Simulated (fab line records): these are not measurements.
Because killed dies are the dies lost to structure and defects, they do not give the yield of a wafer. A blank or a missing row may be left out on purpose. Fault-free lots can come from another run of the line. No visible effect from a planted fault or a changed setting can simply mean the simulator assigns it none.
Which tool was responsible? :: flow sky130 :: 12 lots, 36 wafers sampled, at 4 steps of a route of 708

== WHAT EACH GAUGE READ, for each wafer ==
SKY_VT_ADJUST_LVTN_TW_MEAS_21. Usual: VT_ADJUST_LVTN_2_TW typically reads 186.8, with standard deviation 1.2.
lot: L572
measured: day 8 03:55
on: film metro-01
VT_ADJUST_LVTN_2_TW: 187.3 187.4 187.6
flag: 

lot: L573
measured: day 8 05:04
on: film metro-04
VT_ADJUST_LVTN_2_TW: 186.8 187.9 186.8
flag: 

lot: L574
measured: day 8 13:37
on: film metro-04
VT_ADJUST_LVTN_2_TW: 186.9 186.8 186.9
flag: 

lot: L575
measured: day 8 18:23
on: film metro-01
VT_ADJUST_LVTN_2_TW: 187.2 186.8 186.1
flag: 

lot: L577
measured: day 9 10:54
on: film metro-02
VT_ADJUST_LVTN_2_TW: 185.9 186.3 186.8
flag: 

lot: L583
measured: day 11 01:41
on: film metro-02
VT_ADJUST_LVTN_2_TW: 203.2 203.2 203.5 203.2 204.9 204.9
flag: OFF

lot: L585
measured: day 11 15:22
on: film metro-02
VT_ADJUST_LVTN_2_TW: 203.7 204.7 204.1 203.1 203.5 204.4
flag: OFF

lot: L589
measured: day 12 16:11
on: film metro-02
VT_ADJUST_LVTN_2_TW: 186.5 185.1 185.0
flag: 

lot: L590
measured: day 13 03:11
on: film metro-04
VT_ADJUST_LVTN_2_TW: 188.5 189.2 188.5
flag: 

lot: L591
measured: day 13 06:31
on: film metro-01
VT_ADJUST_LVTN_2_TW: 187.2 187.6 188.0
flag: 

lot: L593
measured: day 14 04:06
on: film metro-01
VT_ADJUST_LVTN_2_TW: 188.5 187.1 187.7
flag: 

lot: L594
measured: day 14 09:41
on: film metro-02
VT_ADJUST_LVTN_2_TW: 186.3 186.9 186.2
flag: 

SKY_CAPM_RS_MEAS_03: a four-point-probe measurement. Usual: CAPM_TIN_RS typically reads 6.92 ohm/sq, with standard deviation 0.08.
lot: L572
measured: day 36 20:51
on: film metro-02
CAPM_TIN_RS (ohm/sq): 6.90 6.95 6.91
flag: 

lot: L573
measured: day 36 23:11
on: film metro-02
CAPM_TIN_RS (ohm/sq): 6.80 6.86 6.96
flag: 

lot: L574
measured: day 37 14:26
on: film metro-03
CAPM_TIN_RS (ohm/sq): 6.99 6.89 7.01
flag: 

lot: L575
measured: day 37 15:21
on: film metro-02
CAPM_TIN_RS (ohm/sq): 6.91 7.08 7.04
flag: 

lot: L577
measured: day 38 07:58
on: film metro-03
CAPM_TIN_RS (ohm/sq): 6.92 6.91 6.83
flag: 

lot: L583
measured: day 40 04:30
on: film metro-02
CAPM_TIN_RS (ohm/sq): 6.89 6.91 6.94
flag: 

lot: L585
measured: day 40 18:16
on: film metro-02
CAPM_TIN_RS (ohm/sq): 6.88 6.90 6.99
flag: 

lot: L589
measured: day 41 14:11
on: film metro-02
CAPM_TIN_RS (ohm/sq): 6.95 6.85 6.98
flag: 

lot: L590
measured: day 42 02:32
on: film metro-02
CAPM_TIN_RS (ohm/sq): 6.97 6.85 6.90
flag: 

lot: L591
measured: day 42 07:11
on: film metro-03
CAPM_TIN_RS (ohm/sq): 6.85 6.82 6.81
flag: 

lot: L593
measured: day 42 23:07
on: film metro-02
CAPM_TIN_RS (ohm/sq): 6.98 6.93 7.01
flag: 

lot: L594
measured: day 43 05:50
on: film metro-04
CAPM_TIN_RS (ohm/sq): 6.91 6.85 6.97
flag: 

SKY_METAL3_OVL_MEAS_14. Usual: METAL3_OVL typically reads -1 nm, with standard deviation 6.5.
lot: L572
measured: day 39 00:42
on: overlay-02
METAL3_OVL (nm): 1 1 1
flag: 

lot: L573
measured: day 39 01:32
on: overlay-01
METAL3_OVL (nm): -8 -3 0
flag: 

lot: L574
measured: day 39 16:40
on: overlay-01
METAL3_OVL (nm): 8 7 4
flag: 

lot: L575
measured: day 39 17:23
on: overlay-02
METAL3_OVL (nm): -10 -6 -8
flag: 

lot: L577
measured: day 40 10:47
on: overlay-02
METAL3_OVL (nm): 13 5 5
flag: 

lot: L583
measured: day 42 05:03
on: overlay-02
METAL3_OVL (nm): -3 -6 -4
flag: 

lot: L585
measured: day 42 17:44
on: overlay-02
METAL3_OVL (nm): 1 6 7
flag: 

lot: L589
measured: day 43 13:05
on: overlay-01
METAL3_OVL (nm): -1 -1 14
flag: 

lot: L590
measured: day 44 01:08
on: overlay-01
METAL3_OVL (nm): 10 4 6
flag: 

lot: L591
measured: day 44 05:38
on: overlay-02
METAL3_OVL (nm): -2 5 -4
flag: 

lot: L593
measured: day 44 20:32
on: overlay-01
METAL3_OVL (nm): -9 5 -6
flag: 

lot: L594
measured: day 45 03:27
on: overlay-01
METAL3_OVL (nm): 0 -2 -2
flag: 

== TOOL THAT RAN EACH LOT (tool first, then ch and the chambers of the sampled wafers, then the start) ==
lot: L572
SKY_VT_ADJUST_LVTN_IMPLANT_19: implanter-02 ch 0, day 8 03:43

lot: L573
SKY_VT_ADJUST_LVTN_IMPLANT_19: implanter-01 ch 0, day 8 04:49

lot: L574
SKY_VT_ADJUST_LVTN_IMPLANT_19: implanter-04 ch 0, day 8 13:24

lot: L575
SKY_VT_ADJUST_LVTN_IMPLANT_19: implanter-02 ch 0, day 8 18:08

lot: L577
SKY_VT_ADJUST_LVTN_IMPLANT_19: implanter-04 ch 0, day 9 10:40

lot: L583
SKY_VT_ADJUST_LVTN_IMPLANT_19: implanter-02 ch 0, day 11 01:26

lot: L585
SKY_VT_ADJUST_LVTN_IMPLANT_19: implanter-02 ch 0, day 11 15:07

lot: L589
SKY_VT_ADJUST_LVTN_IMPLANT_19: implanter-01 ch 0, day 12 15:56

lot: L590
SKY_VT_ADJUST_LVTN_IMPLANT_19: implanter-01 ch 0, day 13 02:56

lot: L591
SKY_VT_ADJUST_LVTN_IMPLANT_19: implanter-04 ch 0, day 13 06:16

lot: L593
SKY_VT_ADJUST_LVTN_IMPLANT_19: implanter-01 ch 0, day 14 03:52

lot: L594
SKY_VT_ADJUST_LVTN_IMPLANT_19: implanter-02 ch 0, day 14 09:26
- SKY_VT_ADJUST_LVTN_IMPLANT_19

== AS READ BY THE TOOLS THEMSELVES (means over the sampled wafers that have a number; for cases with no such wafer, the mark the record gives instead) ==
SKY_VT_ADJUST_LVTN_IMPLANT_19. Usual: dose ions cm2 6.501e+11, standard deviation 6.6e+08; end station pressure torr 5e-06 Torr, standard deviation 2.7e-07; faraday current uA 3.67, standard deviation 0.076.
lot: L572
tool: implanter-02
dose ions cm2: 6.495e+11
end station pressure torr (Torr): 5e-06
faraday current uA: 3.63
flag: 

lot: L573
tool: implanter-01
dose ions cm2: 6.501e+11
end station pressure torr (Torr): 5e-06
faraday current uA: 3.64
flag: 

lot: L574
tool: implanter-04
dose ions cm2: 6.504e+11
end station pressure torr (Torr): 5e-06
faraday current uA: 3.70
flag: 

lot: L575
tool: implanter-02
dose ions cm2: 6.493e+11
end station pressure torr (Torr): 5e-06
faraday current uA: 3.67
flag: 

lot: L577
tool: implanter-04
dose ions cm2: 6.499e+11
end station pressure torr (Torr): 5e-06
faraday current uA: 3.66
flag: 

lot: L583
tool: implanter-02
dose ions cm2: 9.224e+11
end station pressure torr (Torr): 5e-06
faraday current uA: 5.11
flag: OFF

lot: L585
tool: implanter-02
dose ions cm2: 9.225e+11
end station pressure torr (Torr): 5e-06
faraday current uA: 5.16
flag: OFF

lot: L589
tool: implanter-01
dose ions cm2: 6.505e+11
end station pressure torr (Torr): 5e-06
faraday current uA: 3.70
flag: 

lot: L590
tool: implanter-01
dose ions cm2: 6.500e+11
end station pressure torr (Torr): 5e-06
faraday current uA: 3.74
flag: 

lot: L591
tool: implanter-04
dose ions cm2: 6.499e+11
end station pressure torr (Torr): 5e-06
faraday current uA: 3.61
flag: 

lot: L593
tool: implanter-01
dose ions cm2: 6.499e+11
end station pressure torr (Torr): 5e-06
faraday current uA: 3.68
flag: 

lot: L594
tool: implanter-02
dose ions cm2: 6.499e+11
end station pressure torr (Torr): 5e-06
faraday current uA: 3.65
flag: 

== THE ANSWER, worked out from the rows above alone ==
Rule: lot off if the mean of its wafers having a number is beyond 3 standard deviations from the usual mean. Also off: a lot with no number at a reading for which 4 or more lots have one. All remaining lots with rows at the step are treated as sound. After the gauges, taken in route order, come the tools' own readings; for these a lot's mean is taken, as printed above. At the first step where some lot is off, the reading lying furthest off is the one used; lots without a number count as furthest.
Off: L583, L585, seen at SKY_VT_ADJUST_LVTN_TW_MEAS_21 (VT_ADJUST_LVTN_2_TW).
If a tool, at a process step before that reading, ran all the lots that are off and no sound lot after the first of them, it fits. Not tried: the gauges at SKY_VT_ADJUST_LVTN_TW_MEAS_21; whatever is off there is also off at SKY_VT_ADJUST_LVTN_IMPLANT_19, on other tools, and gauge error can't account for it. No candidate that was tried fits.

== WHAT WAS PUT IN BY THE SIMULATOR ==
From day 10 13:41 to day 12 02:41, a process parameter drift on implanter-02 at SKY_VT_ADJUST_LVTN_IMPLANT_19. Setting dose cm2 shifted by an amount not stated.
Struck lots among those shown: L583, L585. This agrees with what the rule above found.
